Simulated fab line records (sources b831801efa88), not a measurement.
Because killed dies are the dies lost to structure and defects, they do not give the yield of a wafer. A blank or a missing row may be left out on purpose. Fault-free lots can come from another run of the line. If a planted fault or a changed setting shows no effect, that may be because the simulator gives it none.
The tool behind it: which one? -- flow sky130 -- Sampling: 13 lots, 39 wafers, 2 of 708 route steps

## WHAT THE GAUGES READ, wafer by wafer
SKY_VT_ADJUST_LVTN_OVL_MEAS_18.
lot,measured,on,VT_ADJUST_LVTN_01_OVL (nm)
L936,day 8 00:17,overlay-02,1.4 1.3 1.3
L937,day 8 04:38,overlay-02,-0.4 -1.4 0.5
L939,day 8 20:08,overlay-02,-0.1 -0.1 -0.1
L940,day 9 00:23,overlay-02,0.5 -1.9 0.3
L941,day 9 08:32,overlay-01,-1.8 -2.4 -2.6
L942,day 9 15:13,overlay-02,0.4 -0.7 0.7
L943,day 9 17:32,overlay-02,-2.2 -2.0 -0.3
L945,day 10 15:02,overlay-01,-1.4 -0.5 -1.5
L946,day 11 03:20,overlay-01,-1.4 -1.4 -1.3
L947,day 11 11:10,overlay-02,-1.3 -0.6 -1.0
L952,day 12 19:28,overlay-02,3.4 3.9 1.5
L956,day 14 05:28,overlay-01,1.6 -0.9 -1.2
L958,day 14 11:11,overlay-02,-0.2 -1.0 0.0

SKY_RES_PROTECT_TW_MEAS_08.
lot,measured,on,POLY_GATE_TW
L936,day 15 12:14,film_metro-02,4063 4047 4048
L937,day 15 16:24,film_metro-03,4038 4027 4026
L939,day 16 18:40,film_metro-03,4004 4032 4001
L940,day 16 19:37,film_metro-04,3991 3975 3998
L941,day 17 06:25,film_metro-03,4038 4042 4029
L942,day 17 15:53,film_metro-02,4080 4060 4069
L943,day 17 17:47,film_metro-02,4040 4054 4046
L945,day 18 23:32,film_metro-04,3964 3988 4000
L946,day 19 15:42,film_metro-04,3986 3961 3964
L947,day 19 19:50,film_metro-03,4048 4031 4036
L952,day 21 13:28,film_metro-04,3996 3987 3965
L956,day 23 13:40,film_metro-02,4039 4028 4010
L958,day 23 14:34,film_metro-03,4021 4023 4023

## WHICH TOOL RAN EACH LOT (tool, then ch and the chambers of the sampled wafers, then the start)
Record: no process step prior to these readings.

## WHAT THE TOOLS THEMSELVES READ (means of the sampled wafers that have a number; where no wafer has one, the mark that the record gives instead)
The record holds no such reading with a usual standard deviation.

## THE ANSWER, worked out from the rows above alone
Rule: the usual values come from the lots themselves. The widest of any qualifying gaps counts: lots, ordered by their means at a reading, are off when they make up no more than a third of the lots, leave a main group of 4 or more, and stand apart from it by 3 or more times the standard deviation of that group's means. The tables above print the reading to a certain number of digits; a main group whose means all agree to those digits is not used. A lot without any number at a reading at which 4 lots or more have one is off too. Where the step has rows for the other lots, those lots are counted as sound. After the gauges, taken in route order, come the tools' own readings; for these a lot's mean is taken, as printed above. At the first step where some lot is off, the reading lying furthest off is the one used; lots without a number count as furthest.
No lot is off at any reading shown: from this, nothing can be told.

## WHAT THE SIMULATOR HAD PUT IN
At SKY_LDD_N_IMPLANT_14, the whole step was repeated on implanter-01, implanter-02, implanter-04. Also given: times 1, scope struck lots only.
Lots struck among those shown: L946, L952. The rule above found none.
